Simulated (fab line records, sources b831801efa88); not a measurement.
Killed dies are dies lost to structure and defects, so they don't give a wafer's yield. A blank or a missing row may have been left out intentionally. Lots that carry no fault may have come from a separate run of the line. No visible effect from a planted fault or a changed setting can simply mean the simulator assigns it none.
Which tool is to blame? || flow sky130 || Sampling: 13 lots, 36 wafers, 2 of 708 route steps

WHAT THE GAUGES READ, wafer by wafer
SKY_LI_CONTACT_CD_MEAS_12 targets a cd of 170 nm.
{"lot": "L266", "measured": "day 29 14:56", "on": "cd-sem-02", "cd-nm (nm)": "168.3 169.0 167.7"}
{"lot": "L268", "measured": "day 30 12:20", "on": "cd-sem-01", "cd-nm (nm)": "168.3 169.6 169.3"}
{"lot": "L272", "measured": "day 31 12:29", "on": "cd-sem-01", "cd-nm (nm)": "171.1 172.7 171.3"}
{"lot": "L273", "measured": "day 32 03:09", "on": "cd-sem-01", "cd-nm (nm)": "172.3 173.1 171.8"}
{"lot": "L274", "measured": "day 32 03:31", "on": "cd-sem-02", "cd-nm (nm)": "172.1 169.4 170.1"}
{"lot": "L275", "measured": "day 32 23:31", "on": "cd-sem-01", "cd-nm (nm)": "169.2 169.4 168.6"}
{"lot": "L277", "measured": "day 33 06:35", "on": "cd-sem-01", "cd-nm (nm)": "171.3 171.4 172.2"}
{"lot": "L278", "measured": "day 33 16:28", "on": "cd-sem-02", "cd-nm (nm)": "168.9 168.1 170.1"}
{"lot": "L282", "measured": "day 34 15:34", "on": "cd-sem-02", "cd-nm (nm)": "172.5 170.4"}
{"lot": "L283", "measured": "day 34 22:28", "on": "cd-sem-02", "cd-nm (nm)": "171.4 170.3 169.4"}
{"lot": "L284", "measured": "day 35 01:02", "on": "cd-sem-02", "cd-nm (nm)": "171.4 171.0"}
{"lot": "L285", "measured": "day 35 07:05", "on": "cd-sem-02", "cd-nm (nm)": "167.4 168.7"}
{"lot": "L288", "measured": "day 36 04:47", "on": "cd-sem-01", "cd-nm (nm)": "169.0 170.3 170.1"}

WHAT TOOL EACH LOT RAN ON (gives the tool, then ch and the chambers of the sampled wafers, and finally the start)
{"lot": "L266", "SKY_RES_XHIGH_STRIP_08": "plasma-asher-04 ch 0,1, day 27 05:07"}
{"lot": "L268", "SKY_RES_XHIGH_STRIP_08": "plasma-asher-01 ch 0,1, day 28 02:43"}
{"lot": "L272", "SKY_RES_XHIGH_STRIP_08": "plasma-asher-01 ch 0, day 29 03:07"}
{"lot": "L273", "SKY_RES_XHIGH_STRIP_08": "plasma-asher-01 ch 0,1, day 29 18:52"}
{"lot": "L274", "SKY_RES_XHIGH_STRIP_08": "plasma-asher-04 ch 0,1, day 29 19:11"}
{"lot": "L275", "SKY_RES_XHIGH_STRIP_08": "plasma-asher-03 ch 0,1, day 30 15:00"}
{"lot": "L277", "SKY_RES_XHIGH_STRIP_08": "plasma-asher-01 ch 1, day 30 22:53"}
{"lot": "L278", "SKY_RES_XHIGH_STRIP_08": "plasma-asher-01 ch 0,1, day 31 09:37"}
{"lot": "L282", "SKY_RES_XHIGH_STRIP_08": "plasma-asher-03 ch 0,1, day 32 10:20"}
{"lot": "L283", "SKY_RES_XHIGH_STRIP_08": "plasma-asher-03 ch 0,1, day 32 16:55"}
{"lot": "L284", "SKY_RES_XHIGH_STRIP_08": "plasma-asher-03 ch 0,1, day 32 19:41"}
{"lot": "L285", "SKY_RES_XHIGH_STRIP_08": "plasma-asher-04 ch 0,1, day 33 01:11"}
{"lot": "L288", "SKY_RES_XHIGH_STRIP_08": "plasma-asher-04 ch 0, day 33 23:43"}
- SKY_RES_XHIGH_STRIP_08: strips in O2/N2.

AS READ BY THE TOOLS THEMSELVES (means over the sampled wafers that have a number; for cases with no such wafer, the mark the record gives instead)
SKY_RES_XHIGH_STRIP_08.
{"lot": "L266", "tool": "plasma-asher-04", "drypump-motor-current-A (A)": 5.5, "oes-product-au (a.u.)": 0.708, "strip-time-to-endpoint-s (s)": 14.17}
{"lot": "L268", "tool": "plasma-asher-01", "drypump-motor-current-A (A)": 5.9, "oes-product-au (a.u.)": 0.707, "strip-time-to-endpoint-s (s)": 14.31}
{"lot": "L272", "tool": "plasma-asher-01", "drypump-motor-current-A (A)": 5.6, "oes-product-au (a.u.)": 0.710, "strip-time-to-endpoint-s (s)": 14.27}
{"lot": "L273", "tool": "plasma-asher-01", "drypump-motor-current-A (A)": 5.7, "oes-product-au (a.u.)": 0.712, "strip-time-to-endpoint-s (s)": 14.22}
{"lot": "L274", "tool": "plasma-asher-04", "drypump-motor-current-A (A)": 5.5, "oes-product-au (a.u.)": 0.710, "strip-time-to-endpoint-s (s)": 14.27}
{"lot": "L275", "tool": "plasma-asher-03", "drypump-motor-current-A (A)": 6.2, "oes-product-au (a.u.)": 0.709, "strip-time-to-endpoint-s (s)": 14.31}
{"lot": "L277", "tool": "plasma-asher-01", "drypump-motor-current-A (A)": 6.0, "oes-product-au (a.u.)": 0.711, "strip-time-to-endpoint-s (s)": 14.22}
{"lot": "L278", "tool": "plasma-asher-01", "drypump-motor-current-A (A)": 5.8, "oes-product-au (a.u.)": 0.715, "strip-time-to-endpoint-s (s)": 14.22}
{"lot": "L282", "tool": "plasma-asher-03", "drypump-motor-current-A (A)": 6.0, "oes-product-au (a.u.)": 0.712, "strip-time-to-endpoint-s (s)": 14.27}
{"lot": "L283", "tool": "plasma-asher-03", "drypump-motor-current-A (A)": 6.2, "oes-product-au (a.u.)": 0.714, "strip-time-to-endpoint-s (s)": 14.23}
{"lot": "L284", "tool": "plasma-asher-03", "drypump-motor-current-A (A)": 6.0, "oes-product-au (a.u.)": 0.710, "strip-time-to-endpoint-s (s)": 14.33}
{"lot": "L285", "tool": "plasma-asher-04", "drypump-motor-current-A (A)": 5.5, "oes-product-au (a.u.)": 0.715, "strip-time-to-endpoint-s (s)": 14.29}
{"lot": "L288", "tool": "plasma-asher-04", "drypump-motor-current-A (A)": 5.4, "oes-product-au (a.u.)": 0.712, "strip-time-to-endpoint-s (s)": 14.29}

THE ANSWER, worked out from the rows above alone
Rule: what is usual is taken from the lots themselves. Put in order of their means at a reading, lots are off if they are a third of the lots or fewer, leave a main group of 4 or more, and stand apart from it by a gap of 3 or more times the standard deviation of the main group's means; of several such gaps the widest counts. A main group whose means are all the same, to the digits that the tables above print for the reading, isn't used. Also off: a lot with no number at a reading for which 4 or more lots have one. The other lots that the step has rows for count as sound. The gauges are gone through in route order, then the tools' own readings, and for those a lot's mean is taken as printed above. At the first step where some lot is off, the reading lying furthest off is the one used; lots without a number count as furthest.
No lot is off on any of the readings shown, so nothing can be concluded from this.

WHAT THE SIMULATOR HAD PUT IN
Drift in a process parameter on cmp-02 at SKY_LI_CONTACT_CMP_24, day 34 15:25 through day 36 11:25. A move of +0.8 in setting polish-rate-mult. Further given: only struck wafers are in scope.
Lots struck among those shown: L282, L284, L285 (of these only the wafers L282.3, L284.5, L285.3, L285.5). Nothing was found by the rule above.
